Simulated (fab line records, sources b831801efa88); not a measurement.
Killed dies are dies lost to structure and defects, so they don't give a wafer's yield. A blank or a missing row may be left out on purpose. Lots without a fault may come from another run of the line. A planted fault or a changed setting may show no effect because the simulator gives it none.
Chamber matching | flow sky130 | SKY_VIA4_ETCH_12 on rie_diel-02: 4 sister chambers
The step etches SiO2 in C4F8/O2/Ar, stops on TiN, target depth 580 nm. 4 wafers are shown with their chamber, then 7 later ones without.

WAFERS WITH THEIR CHAMBER
wafer  | chamber | oes_product_au (a.u.)
L076.6 | 3       | 0.934
L089.6 | 0       | 0.925
L094.1 | 1       | 0.921
L094.3 | 2       | 0.916

WAFERS WITHOUT THEIR CHAMBER
wafer  | oes_product_au (a.u.)
L094.6 | 0.928
L095.1 | 0.935
L095.4 | 0.925
L095.6 | 0.929
L096.1 | 0.919
L096.2 | 0.916
L096.3 | 0.935

WHICH CHAMBER EACH WENT THROUGH
wafer  | from the rows above          | in truth
L094.6 | can't be placed: 0 or 3 or 1 | 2
L095.1 | 3                            | 3
L095.4 | can't be placed: 0 or 1      | 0
L095.6 | can't be placed: 0 or 3 or 1 | 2
L096.1 | can't be placed: 1 or 2 or 0 | 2
L096.2 | 2                            | 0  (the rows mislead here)
L096.3 | 3                            | 3
Placed correctly: 2 of 7. Can't be placed from these rows: 4 (the true chamber is among the candidates in 2). Placed wrongly: 1.
How it was worked out, from the rows above alone: a wafer's distance from a chamber is the root of the sum, over the readings, of the square of ((its reading less the chamber's mean) divided by the reading's scatter). The wafer belongs to the nearest chamber; if the next one is less than 2 further off, it can't be placed. A chamber's mean is the mean of its shown wafers. The scatter: with one shown wafer a chamber, the root of the mean of the squares of how far each hidden wafer lies from its nearest shown one.
